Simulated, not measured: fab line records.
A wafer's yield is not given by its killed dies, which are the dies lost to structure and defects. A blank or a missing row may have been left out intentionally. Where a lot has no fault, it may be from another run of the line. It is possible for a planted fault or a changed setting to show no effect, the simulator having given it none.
Problem report in the 8D (eight disciplines) form, filled by code | flow sfq_line | the parts of the form that need people (team, actions taken, sign-off) are left out

## 1. WHAT WENT WRONG
At SFQ_TRILAYER_I2_VIA_BARC_OPEN_VIA_ETCH_096, run_length_s averages 82.3 s over 4 wafers from 3 lots, while fault-free wafers read 69.9 s, standard deviation 0.47. That is +26 standard deviations from the usual mean.
The step: etches BARC in O2, target depth 125 nm, time 41.7 s.
Earliest sighting: wafer L667.3 on rie_diel-02 at day 34 17:20. The record has a number at this step for 21 wafers belonging to 7 lots. Rule for "out" (also "out of limits"): further than 4 standard deviations from the usual mean. The rest of the wafers with a number are treated as sound.

## 2. WHAT IT IS; WHAT IT IS NOT
question                    | is                             | is not
which readings at this step | run_length_s, oes_product_au   | bias_w, drypump_motor_current_A
which lots                  | L667, L669, L671               | L656, L657, L666, L675
which wafers of those lots  | L667.3, L669.3, L671.2, L671.3 | L667.4, L667.6, L669.5, L669.6, L671.5
read on which tools         | rie_diel-02                    | rie_diel-03
when                        | from day 34 17:20              | up to then (8 sound wafers); but 9 sound wafers of L666, L669, L671, L675 came after

## 3. THE SUSPECTS, EACH WITH WHAT RULES IT OUT
Counting: a tool at a process step up to the reading stays a suspect if it ran every lot that is out. Sound lots after the first of them don't rule it out here, since some wafers of a struck lot are sound.
- cmp-02 at SFQ_TRILAYER_I2_CMP_CMP_064 (polishes SiO2): kept. It ran every lot that is out, first L667 (day 28 06:32); its last sound lot up to then is L657 (day 24 09:14).
- rie_diel-02 at SFQ_TRILAYER_I2_VIA_BARC_OPEN_VIA_ETCH_096 (etches BARC in O2, target depth 125 nm, time 41.7 s): kept. It ran every lot that is out, first L667 (day 34 17:20); its last sound lot up to then is L656 (day 31 02:26). Its own readings are out on those wafers: oes_product_au, run_length_s.
Remaining after the count are cmp-02 at SFQ_TRILAYER_I2_CMP_CMP_064 and rie_diel-02 at SFQ_TRILAYER_I2_VIA_BARC_OPEN_VIA_ETCH_096.

## 4. THE CAUSE (what the simulator had put in)
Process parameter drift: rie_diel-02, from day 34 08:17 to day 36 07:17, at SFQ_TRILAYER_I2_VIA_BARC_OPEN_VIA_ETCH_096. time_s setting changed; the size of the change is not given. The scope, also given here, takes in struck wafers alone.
2 suspects survive the count, and this tool is in that group.

## 5. SEQUENCE OF EFFECTS, ordered by route
One row per reading whose mean, taken over the struck wafers that have a number, lies over 3 standard deviations from the usual. Readings are gone through only where the record gives a usual standard deviation; hours: the median, over the lots, of the time from a lot's start at the first step in this table giving one to that lot's start at this step; sigmas: the change measured in usual standard deviations.
hours | step                                       | reading        | usual      | on struck wafers | change | sigmas
0     | SFQ_TRILAYER_I2_VIA_BARC_OPEN_VIA_ETCH_096 | oes_product_au | 0.686 a.u. | 0.614            | -0.072 | -15
0     | SFQ_TRILAYER_I2_VIA_BARC_OPEN_VIA_ETCH_096 | run_length_s   | 69.9 s     | 82.3             | +12.4  | +26
Its process steps:
- SFQ_TRILAYER_I2_VIA_BARC_OPEN_VIA_ETCH_096: etches BARC in O2, target depth 125 nm, time 41.7 s.

## 6. HOW IT WOULD HAVE BEEN CAUGHT EARLIER
In this record no reading fell out of limits until day 34 17:20, 9 hours after the fault had begun at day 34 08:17.
